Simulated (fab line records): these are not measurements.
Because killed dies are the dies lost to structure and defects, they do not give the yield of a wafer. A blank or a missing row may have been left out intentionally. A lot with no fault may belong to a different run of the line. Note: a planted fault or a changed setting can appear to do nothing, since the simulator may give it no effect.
Struck lot and sound lot, side by side | flow gf180mcu | 15 steps out of a route of 602
Sound: these wafers, L708.2, L708.3, L708.4. The struck wafers were L711.1, L711.3, L711.5. The cause is named last.
Each step with rows lists, per side, the tool, then ch with its chambers, then its first start. Under that, the readings that differ: sound wafers | struck wafers | difference of the means | sigmas: that difference in standard deviations of wafers without a fault.
alike: same words and numbers on both sides, and readings whose means sit less than 2 such deviations apart. not compared: any withheld reading, any reading some wafer has no value for, any bound like >300 that may hide the same value, and any number with overlapping values for which the record gives no deviation.
Wherever a step has rows on one side only, a row that says differs or no value, or a row with sigmas, the two part there. Numbers that don't overlap but have no deviation are shown without sigmas and don't part them. A reading missing from all wafers of one side parts the sides only when that side holds two or more wafers.

GF_MIM_THK_MEAS_06:
  sound on film metro-01, day 28 04:36; struck on film metro-01, day 28 17:02
  alike: MIM_CVD_05_THK
GF_MIM_SPUTTER_07: material TiN, target thk 60 nm, time 50 s.
  sound on pvd sputter-01, day 28 04:39; struck on pvd sputter-02, day 28 17:06
  alike: throttle valve pct
GF_MIM_SPUTTER_08: material AlCu, target thk 200 nm, time 10.6 s.
  sound on pvd sputter-01, day 28 04:42; struck on pvd sputter-02, day 28 17:08
  alike: throttle valve pct
GF_MIM_SPUTTER_09: material TiN, target thk 35 nm, time 29.2 s.
  sound on pvd sputter-01, day 28 04:43; struck on pvd sputter-02, day 28 17:10
  alike: throttle valve pct
GF_MIM_RS_MEAS_10: the measuring method here is four-point-probe.
  sound on film metro-04, day 28 04:46; struck on film metro-04, day 28 17:12
  alike: MIM_ALCU_RS
GF_MIM_THK_MEAS_11: measures by xrf.
  sound on film metro-04, day 28 04:53; struck on film metro-04, day 28 17:19
  alike: MIM_ALCU_THK
then, 6 steps without rows for these wafers: GF_MIM_DEHYDRATE_12 (time 60 s); GF_MIM_HMDS_13 (prime time 60 s); GF_MIM_COAT_14 (resist thk 1000 nm); GF_MIM_SOFTBAKE_15 (time 60 s); GF_MIM_EXPOSE_16 (exposes mask FuseTop, target cd 2000 nm); GF_MIM_PEB_17.
GF_MIM_DEVELOP_18: develop time 60 s.
  sound on litho track-02 ch 0, day 28 23:15; struck on litho track-04 ch 0, day 29 12:16
  reading              | sound             | struck            | difference | sigmas
  developer temp C (C) | 22.91 22.86 23.11 | 23.91 23.89 23.90 | +0.94      | +10
GF_MIM_METAL_ETCH_19: etches the open film in Cl2/BCl3, stops on Si3N4, target depth 324.5 nm, time 54.1 s.
  sound on rie metal-02 ch 0,1, day 28 23:23; struck on rie metal-03 ch 1, day 29 12:25
  alike: drypump motor current A, oes product au, throttle valve pct
  not compared: rf hours counter h
GF_PASSIVATION_PROBE_99:
  sound wafers here have rows in the record (prober-01, day 32 06:10); struck ones have none

WHERE THEY PART
Earliest at GF_MIM_DEVELOP_18; latest, in this record, at GF_PASSIVATION_PROBE_99.

WHY: whatever the simulator had introduced
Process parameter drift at GF_MIM_DEVELOP_18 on litho track-04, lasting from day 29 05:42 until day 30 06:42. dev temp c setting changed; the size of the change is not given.
